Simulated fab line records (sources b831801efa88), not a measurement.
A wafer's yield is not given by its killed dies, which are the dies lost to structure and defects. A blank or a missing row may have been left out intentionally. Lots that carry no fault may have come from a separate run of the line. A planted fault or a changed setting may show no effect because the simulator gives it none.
Which tool was responsible? | flow sky130 | Sampling: 6 lots, 18 wafers, 3 of 708 route steps

## WHAT EACH GAUGE READ, for each wafer
SKY_NWELL_OVL_MEAS_10.
lot  | measured    | on         | NWELL_00_OVL (nm)
L320 | day 5 13:26 | overlay-02 | -2.4 -1.1 -1.5
L318 | day 5 16:51 | overlay-01 | 0.9 -1.5 -0.3
L321 | day 6 03:49 | overlay-02 | 2.0 -0.4 0.9
L323 | day 6 08:13 | overlay-01 | 287.5 288.1 285.5
L328 | day 7 10:42 | overlay-01 | -2.1 -1.7 -2.2
L333 | day 8 17:51 | overlay-01 | -0.8 -2.3 0.1

## TOOL THAT RAN EACH LOT (tool first, then ch and the chambers of the sampled wafers, then the start)
lot  | SKY_DNWELL_STRIP_08                 | SKY_NWELL_EXPOSE_07
L320 | plasma asher-01 ch 0,1, day 4 03:30 | iline stepper-02 ch 0, day 5 04:43
L318 | plasma asher-02 ch 1, day 4 05:03   | iline stepper-02 ch 0, day 5 08:03
L321 | plasma asher-02 ch 0,1, day 4 14:41 | iline stepper-02 ch 0, day 5 17:53
L323 | plasma asher-01 ch 0,1, day 4 18:17 | iline stepper-02 ch 0, day 5 22:46
L328 | plasma asher-03 ch 0,1, day 5 20:24 | iline stepper-01 ch 0, day 7 01:21
L333 | plasma asher-01 ch 0,1, day 7 00:12 | iline stepper-01 ch 0, day 8 07:18
- SKY_DNWELL_STRIP_08: strips in O2/N2.
- SKY_NWELL_EXPOSE_07: exposes mask NWM, target cd 840 nm.

## THE ANSWER, worked out from the rows above alone
Rule: the lots themselves supply what counts as usual. Put in order of their means at a reading, lots are off if they are a third of the lots or fewer, leave a main group of 4 or more, and stand apart from it by a gap of 3 or more times the standard deviation of the main group's means; of several such gaps the widest counts. A main group whose means are all the same, to the digits that the tables above print for the reading, isn't used. Also off: a lot with no number at a reading for which 4 or more lots have one. Where the step has rows for the other lots, those lots are counted as sound.
Off: L323, seen at SKY_NWELL_OVL_MEAS_10 (NWELL_00_OVL). Mean -0.8 nm and standard deviation 1 in the main group.
If a tool, at a process step before that reading, ran all the lots that are off and no sound lot after the first of them, it fits. Gauges at SKY_NWELL_OVL_MEAS_10: tried the same way as those tools. One candidate fits, namely iline stepper-02 at SKY_NWELL_EXPOSE_07. A fault onset in the window from L321 (day 5 17:53, its last sound lot) to L323 (day 5 22:46, its first lot off) fits.

## WHAT WAS PUT IN BY THE SIMULATOR
Scanner matching overlay: iline stepper-02, from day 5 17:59 on, at SKY_NWELL_EXPOSE_07. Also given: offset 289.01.
Lots struck among those shown: L323. Same finding as the rule above.
